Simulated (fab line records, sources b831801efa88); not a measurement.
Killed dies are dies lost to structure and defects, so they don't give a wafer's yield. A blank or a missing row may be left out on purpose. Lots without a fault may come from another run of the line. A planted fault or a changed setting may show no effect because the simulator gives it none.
A struck lot beside a sound one | flow sky130 | 16 steps out of a route of 708
Sound: wafers L616.3, L616.5, L616.6. Struck: wafer L628.2. (L628.3, L628.5 of the same lot were not struck and are left out.) The cause comes at the end.
At each step with rows: each side's tool, then ch and its chambers, then its first start. Under that, the readings that differ: sound wafers | struck wafers | difference of the means | sigmas: that difference in standard deviations of wafers without a fault.
alike: readings whose means differ by less than 2 such deviations, and words and numbers that are the same on both sides. not compared: withheld readings, readings that some wafer has no value for, bounds like >300 that may hide the same value, and numbers for which the record gives no deviation and whose values overlap.
The two part at a step that has a row with sigmas, a row that says differs or no value, or rows on one side only. Numbers that don't overlap but have no deviation are shown without sigmas and don't part them. A reading that every wafer of one side lacks parts them only if that side has two wafers or more.

SKY_VIA3_CMP_02: polishes SiO2.
  sound on cmp-02 ch 0,1,3, day 40 09:51; struck on cmp-01 ch 0, day 43 20:54
  alike: motor_current_A, retaining_ring_pressure_frac
SKY_VIA3_BOW_MEAS_03:
  sound on film_metro-03, day 40 10:02; struck on film_metro-02, day 43 21:10
  reading       | sound    | struck | difference | sigmas
  VIA3_BOW (um) | 93 83 81 | 65     | -21        | -2
then, 8 steps without rows for these wafers: SKY_VIA3_DEHYDRATE_04 (time 60 s); SKY_VIA3_HMDS_05 (prime time 60 s); SKY_VIA3_COAT_06 (resist thk 60 nm); SKY_VIA3_COAT_07 (resist thk 450 nm); SKY_VIA3_SOFTBAKE_08 (time 90 s); SKY_VIA3_EXPOSE_09 (exposes mask VIM3, target cd 200 nm); SKY_VIA3_PEB_10; SKY_VIA3_DEVELOP_11 (develop time 60 s).
SKY_VIA3_CD_MEAS_12: target cd 200 nm.
  sound on cd_sem-01, day 41 09:31; struck on cd_sem-02, day 44 19:29
  alike: cd_nm
SKY_VIA3_OVL_MEAS_13:
  sound on overlay-01, day 41 09:36; struck on overlay-01, day 44 19:36
  reading       | sound   | struck | difference | sigmas
  VIA3_OVL (nm) | 1 -7 -7 | 7      | +11        | +2
SKY_VIA3_ETCH_14: etches BARC in N2/H2, stops on SiO2, time 45.9 s, target depth 60 nm.
  sound on rie_diel-04 ch 0,1, day 41 09:38; struck on rie_diel-01 ch 2, day 44 19:38
  reading                                     | sound             | struck | difference | sigmas
  oes_product_au (a.u.)                       | 0.860 0.861 0.851 | 0.992  | +0.135     | +31
  run_length_s (s)                            | 74.0 73.9 74.6    | 64.9   | -9.3       | -22
  model.KrF-thick_of_VIA3_COAT_07.thk_nm (nm) | 391.2 388.8 391.9 | 402    | +11        |
  alike: drypump_motor_current_A, throttle_valve_pct
  not compared: rf_hours_counter_h
SKY_VIA3_ETCH_15: etches SiO2 in C4F8/O2/Ar, stops on TiN, target depth 507 nm, time 78 s.
  sound on rie_diel-04 ch 0,1, day 41 09:40; struck on rie_diel-01 ch 2, day 44 19:40
  reading                                     | sound             | struck | difference | sigmas
  model.KrF-thick_of_VIA3_COAT_07.thk_nm (nm) | 288.4 285.7 291.6 | 302.4  | +13.8      |
  alike: oes_product_au, run_length_s
  not compared: rf_hours_counter_h
SKY_VIA3_STRIP_16: strips in O2/N2.
  sound on plasma_asher-04 ch 0,1, day 41 09:46; struck on plasma_asher-04 ch 1, day 44 19:44
  reading                      | sound             | struck | difference                   | sigmas
  rf_hours_counter_h (h)       | - - -             | 29     | no value on the sound wafers |
  strip_time_to_endpoint_s (s) | 4.113 4.067 4.151 | 4.271  | +0.161                       | +7
  alike: drypump_motor_current_A, oes_product_au
then, 1 step without rows for these wafers: SKY_VIA3_STRIP_17 (strips in post etch residue remover, time 1200 s).

WHERE THEY PART
First at SKY_VIA3_BOW_MEAS_03; last, within this record, at SKY_VIA3_STRIP_16.

WHY: what the simulator had put in
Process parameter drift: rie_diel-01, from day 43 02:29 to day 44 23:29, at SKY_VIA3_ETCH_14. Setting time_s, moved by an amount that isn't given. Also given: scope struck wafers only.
